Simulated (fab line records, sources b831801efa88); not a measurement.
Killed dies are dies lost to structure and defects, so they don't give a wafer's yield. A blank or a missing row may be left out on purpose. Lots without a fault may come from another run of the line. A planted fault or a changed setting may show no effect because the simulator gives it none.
fab line records | flow sky130
record lots=10 wafers=30 last_day=50
route steps=708 shown METAL4@598 VIA4@651 PASSIVATION@683 PAD_OPEN@708
lots that met no fault: from a run of the same line without faults
start_h: hours from the record's first day to the start of the lot's first wafer shown | wait_h: hours since the lot's step before | " the same as in the row above | L1.1+2: a row that stands for several wafers | - no value, or no start given | * or withheld: withheld | < > ~ a bound
route shown NAME@n: a module of which the file shows steps, and the number in the route of the first | usual: mean/standard deviation of fault-free wafers | same: alike in all rows | chamber/n: place in a boat | sites: the reading at each site | _std_site: their standard deviation | _edge_site: outer sites' mean less inner sites' | radius_mm: how far each site lies from the wafer's centre | mask NAME#n: copy n | behind: the tool/chamber that last shaped the wafer | hold: why the lot was held/for how many hours/how that ended | device: the transistor (n, p or np) that didn't switch | end of line: the same wafers' tests at the end of the route | a step without rows: its recipe alone | killed: dies lost to structure and defects at the first sort, not the wafer's yield | map: a wafer's dies, x killed, . not, _ none there
set.NAME: the setting as run; set.NAME@STEP: as run at that earlier step | model.NAME: the simulator's own value behind a step, which no gauge read
steps of the route over a sample of lots; a table a step, a row a wafer
services: from which hour (start_h, from the record's first day; less than 0 if before it) a tool's chamber was out of use, for how many hours, and why
## steps
# step SKY_METAL4_SPUTTER_00
# recipe material=Ti target_thk_nm=15 power_w=3000 time_s=10 chamber_pressure_pa=0.4
# usual throttle_valve_pct=30.0/0.96
# same time_s=10
# columns lot.wafer tool chamber start_h wait_h throttle_valve_pct
L589.2 pvd_sputter-04 - 934.60 0.2 28.6
L589.3 " - " " 32.3
L589.6 " - " " 32.0
L590.1 pvd_sputter-02 - 937.67 0.2 29.6
L590.4 " - " " 29.9
L590.6 " - " " 29.6
L591.4 pvd_sputter-02 - 946.20 0.2 30.5
L591.5 " - " " 29.8
L591.6 " - " " 29.9
L592.1 pvd_sputter-02 - 951.55 0.1 30.3
L592.5 " - " " 30.5
L592.6 " - " " 29.7
L593.1 pvd_sputter-02 - 963.40 0.2 30.2
L593.4 " - " " 29.7
L593.6 " - " " 29.7
L597.2 pvd_sputter-02 - 997.22 0.2 30.3
L597.3 " - " " 29.7
L597.5 " - " " 30.7
L603.1 pvd_sputter-02 - 1033.26 0.1 29.4
L603.5 " - " " 29.7
L603.6 " - " " 29.6
L609.3 pvd_sputter-03 - 1075.20 0.1 28.9
L609.4 " - " " 29.0
L609.5 " - " " 30.6
L610.3 pvd_sputter-02 - 1078.52 0.2 30.5
L610.4 " - " " 29.6
L610.6 " - " " 29.6
L612.2 pvd_sputter-04 - 1080.18 0.2 32.1
L612.3 " - " " 29.9
L612.5 " - " " 30.1
# step SKY_METAL4_DESCUM_15
# recipe chemistry=O2 source_power_w=150 bias_power_w=0 pressure_mtorr=10 temp_c=40 time_s=8
# usual chamber_pressure_mTorr=9.999/0.0097 drypump_motor_current_A=5.8/0.35 oes_product_au=1.003/0.0071 temp_c=40.02/0.1
# same time_s=8
# columns lot.wafer tool chamber start_h wait_h chamber_pressure_mTorr drypump_motor_current_A oes_product_au rf_hours_counter_h temp_c
L589.2 rie_metal-03 0 984.72 0.0 10.011 6.2 1.004 9 40.13
L589.3 " 1 " " 10.009 5.5 1.001 - 40.17
L589.6 " 0 " " 10.008 6.2 1.006 - 40.08
L590.1 rie_metal-04 0 987.81 0.0 9.997 5.6 1.007 10 39.98
L590.4 " 0 " " 10.010 5.7 1.004 - 40.12
L590.6 " 0 " " 9.977 5.6 1.008 - 39.79
L591.4 rie_metal-03 1 994.88 0.0 10.008 5.5 0.994 - 39.89
L591.5 " 0 " " 9.994 6.2 1.002 - 39.89
L591.6 " 1 " " 10.001 5.5 1.005 - 39.87
L592.1 rie_metal-04 0 1000.66 0.0 10.002 5.7 0.998 11 39.85
L592.5 " 0 " " 10.005 5.7 1.007 - 40.00
L592.6 " 1 " " 10.001 6.2 1.003 - 40.07
L593.1 rie_metal-02 0 1011.87 0.0 9.997 5.3 1.010 12 40.12
L593.4 " 0 " " 10.004 5.3 1.009 - 40.08
L593.6 " 0 " " 10.001 5.3 1.010 - 40.20
L597.2 rie_metal-04 1 1042.57 0.0 9.992 6.3 1.000 20 40.02
L597.3 " 1 " " 9.982 6.2 1.004 - 39.90
L597.5 " 1 " " 9.996 6.2 1.003 - 40.03
L603.1 rie_metal-03 1 1078.47 0.0 10.007 5.5 0.993 11 40.22
L603.5 " 1 " " 9.999 5.5 1.003 - 40.12
L603.6 " 0 " " 10.003 6.2 0.998 - 40.14
L609.3 rie_metal-04 0 1117.13 0.0 9.980 5.7 1.004 - 39.91
L609.4 " 1 " " 9.993 6.2 1.001 - 39.95
L609.5 " 0 " " 9.993 5.6 1.007 - 39.82
L610.3 rie_metal-03 0 1120.18 0.0 9.998 6.2 1.005 - 39.99
L610.4 " 1 " " 10.017 5.5 1.002 - 39.88
L610.6 " 0 " " 9.990 6.2 0.998 - 40.27
L612.2 rie_metal-03 1 1121.32 0.0 10.020 5.5 1.004 14 40.07
L612.3 " 1 " " 9.985 5.5 0.998 - 40.04
L612.5 " 1 " " 10.006 5.5 0.988 - 40.03
# step SKY_VIA4_ETCH_12
# recipe target=SiO2 chemistry=C4F8/O2/Ar stop_on=TiN mask_material=NOVOLAK source_w=1500 bias_w=1200 pressure_mtorr=40 c4f8_flow_sccm=withheld O2_flow_sccm=6 Ar_flow_sccm=300 time_s=withheld target_depth_a=5800
# usual bias_w=1200/3.7 chamber_pressure_mTorr=40.00/0.039 oes_product_au=0.926/0.0051
# columns lot.wafer tool chamber start_h wait_h bias_w chamber_pressure_mTorr oes_product_au
L589.2 rie_diel-02 3 1008.89 0.0 1208 39.99 0.930
L589.3 " 2 " " 1199 39.99 0.930
L589.6 " 3 " " 1199 39.98 0.928
L590.1 rie_diel-04 3 1012.39 0.0 1197 39.97 0.928
L590.4 " 0 " " 1206 40.05 0.923
L590.6 " 3 " " 1200 40.00 0.926
L591.4 rie_diel-02 1 1018.87 0.0 1199 39.99 0.921
L591.5 " 2 " " 1198 39.97 0.931
L591.6 " 3 " " 1198 39.99 0.933
L592.1 rie_diel-04 1 1024.85 0.0 1200 39.99 0.936
L592.5 " 1 " " 1200 40.00 0.925
L592.6 " 0 " " 1198 40.00 0.930
L593.1 rie_diel-01 1 1035.99 0.0 1205 40.01 0.921
L593.4 " 1 " " 1203 39.92 0.931
L593.6 " 2 " " 1203 39.97 0.918
L597.2 rie_diel-04 1 1065.27 0.0 1209 40.00 0.935
L597.3 " 3 " " 1202 40.04 0.923
L597.5 " 2 " " 1202 40.01 0.924
L603.1 rie_diel-01 1 1100.34 0.0 1203 39.97 0.922
L603.5 " 0 " " 1198 40.04 0.924
L603.6 " 3 " " 1198 40.05 0.932
L609.3 rie_diel-02 0 1138.25 0.0 1200 39.92 0.932
L609.4 " 2 " " 1205 40.00 0.921
L609.5 " 3 " " 1197 39.93 0.926
L610.3 rie_diel-02 1 1141.27 0.0 1202 40.04 0.930
L610.4 " 0 " " 1199 40.01 0.923
L610.6 " 1 " " 1198 40.03 0.919
L612.2 rie_diel-01 2 1141.92 0.0 1201 40.05 0.924
L612.3 " 1 " " 1204 39.97 0.928
L612.5 " 1 " " 1206 40.04 0.920
# step SKY_PASSIVATION_CVD_02
# recipe material=Si3N4 target_thk_nm=540 temp_c=400 time_s=withheld rf_w=450
# usual heater_power_w=746/93
# columns lot.wafer tool chamber start_h wait_h heater_power_w
L589.2 pecvd-03 2 1033.55 0.0 761
L589.3 " 1 " " 582
L589.6 " 2 " " 629
L590.1 pecvd-04 1 1037.54 0.1 838
L590.4 " 0 " " 834
L590.6 " 1 " " 828
L591.4 pecvd-04 0 1043.76 0.1 870
L591.5 " 2 " " 772
L591.6 " 1 " " 872
L592.1 pecvd-04 2 1049.66 0.1 849
L592.5 " 2 " " 874
L592.6 " 0 " " 858
L593.1 pecvd-01 1 1060.35 0.1 698
L593.4 " 1 " " 776
L593.6 " 2 " " 711
L597.2 pecvd-03 1 1088.36 0.0 704
L597.3 " 2 " " 731
L597.5 " 2 " " 755
L603.1 pecvd-04 2 1123.22 0.1 865
L603.5 " 2 " " 858
L603.6 " 1 " " 714
L609.3 pecvd-03 1 1159.64 0.0 727
L609.4 " 2 " " 664
L609.5 " 0 " " 682
L610.3 pecvd-03 0 1161.78 0.0 704
L610.4 " 2 " " 628
L610.6 " 0 " " 720
L612.2 pecvd-01 2 1162.50 0.0 688
L612.3 " 1 " " 833
L612.5 " 0 " " 645
# step SKY_PASSIVATION_THK_MEAS_03
# recipe reads=Si3N4_of_PASSIVATION_CVD_02
# usual PASSIVATION_CVD_02_THK=540/6
# columns lot.wafer tool chamber start_h wait_h PASSIVATION_CVD_02_THK[nm]
L589.2 film_metro-04 - 1033.79 - 531
L589.3 " - " " 534
L589.6 " - " " 543
L590.1 film_metro-04 - 1037.77 - 538
L590.4 " - " " 545
L590.6 " - " " 544
L591.4 film_metro-04 - 1043.91 - 548
L591.5 " - " " 548
L591.6 " - " " 548
L592.1 film_metro-03 - 1049.88 - 542
L592.5 " - " " 540
L592.6 " - " " 544
L593.1 film_metro-04 - 1060.58 - 540
L593.4 " - " " 544
L593.6 " - " " 544
L597.2 film_metro-03 - 1088.59 - 526
L597.3 " - " " 531
L597.5 " - " " 539
L603.1 film_metro-03 - 1123.44 - 385
L603.5 " - " " 391
L603.6 " - " " 542
L609.3 film_metro-03 - 1159.88 - 537
L609.4 " - " " 540
L609.5 " - " " 547
L610.3 film_metro-04 - 1162.03 - 528
L610.4 " - " " 538
L610.6 " - " " 538
L612.2 film_metro-03 - 1162.73 - 543
L612.3 " - " " 537
L612.5 " - " " 546
# step SKY_PASSIVATION_ETCH_11
# recipe chemistry=CF4/O2 target_depth_nm=725 stop_on=AlCu source_w=800 bias_w=150 pressure_mtorr=150 cf4_flow_sccm=80 O2_flow_sccm=10 time_s=161.1
# usual bias_w=149.9/0.41 chamber_pressure_mTorr=150.00/0.13 drypump_motor_current_A=5.7/0.39 oes_product_au=0.977/0.0065 throttle_valve_pct=5.964/0.0083
# same time_s=161.1
# columns lot.wafer tool chamber start_h wait_h bias_w chamber_pressure_mTorr drypump_motor_current_A oes_product_au rf_hours_counter_h throttle_valve_pct
L589.2 rie_diel-03 1 1056.18 - 149.8 149.82 5.7 0.970 7 5.967
L589.3 " 0 " " 150.4 149.97 5.7 0.966 9 5.943
L589.6 " 1 " " 149.9 150.16 5.7 0.976 - 5.963
L590.1 rie_diel-03 0 1059.18 - 149.9 149.85 5.7 0.984 9 5.968
L590.4 " 3 " " 150.1 150.15 5.7 0.984 18 5.956
L590.6 " 1 " " 150.0 149.88 5.7 0.981 - 5.978
L591.4 rie_diel-02 1 1064.81 - 149.8 149.96 5.4 0.978 14 5.962
L591.5 " 0 " " 150.6 149.99 5.7 0.975 - 5.968
L591.6 " 3 " " 150.7 149.96 4.8 0.978 - 5.966
L592.1 rie_diel-02 3 1071.89 - 150.3 149.96 4.8 0.972 23 5.960
L592.5 " 2 " " 150.4 149.97 5.9 0.980 - 5.954
L592.6 " 3 " " 150.1 150.09 4.8 0.985 - 5.962
L593.1 rie_diel-03 1 1082.06 - 150.3 149.90 5.7 0.981 8 5.962
L593.4 " 0 " " 150.2 150.04 5.7 0.982 10 5.972
L593.6 " 2 " " 149.4 150.09 6.1 0.988 - 5.946
L597.2 rie_diel-04 0 1108.56 - 150.3 150.11 6.2 0.968 17 5.963
L597.3 " 3 " " 150.7 149.96 5.6 0.968 20 5.961
L597.5 " 2 " " 150.1 149.77 6.1 0.976 - 5.965
L603.1 rie_diel-02 1 1142.76 - 150.4 150.01 5.4 0.845 18 5.921
L603.5 " 3 " " 149.7 149.88 4.8 0.858 - 5.928
L603.6 " 0 " " 150.7 150.00 5.7 0.984 - 5.949
L609.3 rie_diel-04 3 1177.51 - 150.0 150.12 5.6 0.980 22 5.965
L609.4 " 0 " " 150.3 150.05 6.2 0.978 18 5.960
L609.5 " 3 " " 150.0 149.99 5.6 0.991 - 5.971
L610.3 rie_diel-03 0 1178.91 - 150.1 150.04 5.7 0.969 14 5.950
L610.4 " 3 " " 149.1 149.78 5.7 0.983 23 5.972
L610.6 " 0 " " 149.6 150.00 5.8 0.975 - 5.959
L612.2 rie_diel-04 1 1179.71 - 149.7 149.88 5.4 0.972 17 5.965
L612.3 " 0 " " 150.1 150.03 6.2 0.972 19 5.977
L612.5 " 3 " " 150.0 150.10 5.6 0.978 - 5.956
# step SKY_PAD_OPEN_PROBE_99
# usual defect_limited_yield=82.5/1.9 killed_at_M0_to_M3=44/7.2 killed_at_M4_up=2.9/1.8 killed_at_contacts=24/5.6 killed_at_front_end=15/4.2 killed_at_other=0.4/0.71 killed_dies=86/9.2 killed_open=47/7.2 killed_short=39/5.7 sort_bin_3_pad_short=0.9/0.4 sort_bin_5_function=10.2/1.6 sort_bin_6_memory=6.4/1.2 sort_n_pass=406/9.2 sort_yield_pct=82.5/1.9
# same gross_dies=492 killed_at_back_side=0 sort_bin_4_leakage[%]=0 sort_bin_8_speed[%]=0
# columns lot.wafer tool chamber start_h wait_h defect_limited_yield[%] killed_at_M0_to_M3 killed_at_M4_up killed_at_contacts killed_at_front_end killed_at_other killed_dies killed_open killed_short sort_bin_3_pad_short[%] sort_bin_5_function[%] sort_bin_6_memory[%] sort_n_pass sort_yield_pct[%]
L603.1 prober-02 - 1163.53 0.1 85.2 28 5 24 16 0 73 38 34 0.6 10.0 4.3 419 85.2
L603.5 prober-02 - 1163.73 0.2 82.3 41 2 23 21 0 87 47 39 1.0 11.8 4.9 405 82.3
L603.6 prober-02 - 1163.78 0.2 82.7 48 3 17 17 0 85 47 38 0.6 10.8 5.9 407 82.7
# killed by level:class
L603.1 CONTACT:geometric_particle:open=9 METAL2:geometric_particle:short=6 LI_CONTACT:geometric_particle:open=5 LOCAL_INTERCONNECT:geometric_particle:short=5 VIA3:geometric_particle:open=5 FIELD_ISO:geometric_particle:open=4 METAL1:geometric_particle:short=4 VIA1:geometric_particle:open=4
L603.5 CONTACT:geometric_particle:open=10 VIA1:geometric_particle:open=9 METAL1:geometric_particle:short=9 FIELD_ISO:geometric_particle:open=8 LI_CONTACT:geometric_particle:open=6 VIA1:geometric_particle:short=5 METAL2:geometric_particle:short=5 VIA2:geometric_particle:open=4
L603.6 VIA1:geometric_particle:open=12 VIA3:geometric_particle:open=10 FIELD_ISO:geometric_particle:short=7 LI_CONTACT:geometric_particle:open=6 CONTACT:geometric_particle:open=6 METAL1:geometric_particle:short=6 FIELD_ISO:geometric_particle:open=5 VIA1:geometric_particle:short=4
## services
# columns tool chamber start_h hours kind
rie_metal-04 1 917.71 1.1 repair
rie_metal-03 - 926.25 2.8 pm
rie_diel-04 0 929.67 6.4 repair
pecvd-03 - 952.32 0.7 repair
rie_diel-04 1 958.76 5.8 repair
rie_diel-02 3 974.70 17.3 repair
rie_diel-02 2 981.15 3.7 repair
pecvd-04 1 986.23 5.4 repair
rie_metal-04 - 1014.48 2.8 pm
rie_diel-03 1 1015.15 8.8 repair
rie_diel-04 1 1030.43 10.5 repair
pecvd-03 - 1034.36 28.1 pm
rie_diel-04 2 1037.06 13.9 repair
pvd_sputter-02 - 1079.00 1.2 repair
rie_diel-03 2 1109.53 14.5 repair
rie_diel-04 0 1112.45 5.7 repair
rie_diel-04 - 1118.09 15.6 pm
pecvd-04 - 1120.50 0.3 repair
pecvd-04 1 1150.91 4.0 repair
rie_diel-02 - 1160.21 28.1 pm
rie_metal-03 1 1165.43 2.8 repair
rie_metal-04 1 1168.76 2.5 repair
pecvd-03 2 1169.46 7.4 repair
pecvd-03 1 1178.00 4.3 repair
## key
first_sign step=SKY_PASSIVATION_THK_MEAS_03 reading=PASSIVATION_CVD_02_THK direction=down sigmas=25 usual=540 struck=388
effect step=SKY_PASSIVATION_ETCH_11 reading=oes_product_au direction=down sigmas=19 usual=0.977 struck=0.852
met_at SKY_PASSIVATION_CVD_02
struck_lots L603
struck_wafers L603.1,L603.5
not_acting_at SKY_METAL4_SPUTTER_00,SKY_METAL4_DESCUM_15,SKY_VIA4_ETCH_12
onset_between 1049.66 1123.22
fault kind=process_parameter_drift tool=pecvd-04 chamber=2 onset_h=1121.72 steps=SKY_PASSIVATION_CVD_02 channel=target_thk_nm offset=-151.72 shape=step end_h=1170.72 acts_in=these_recipes_only stated=540
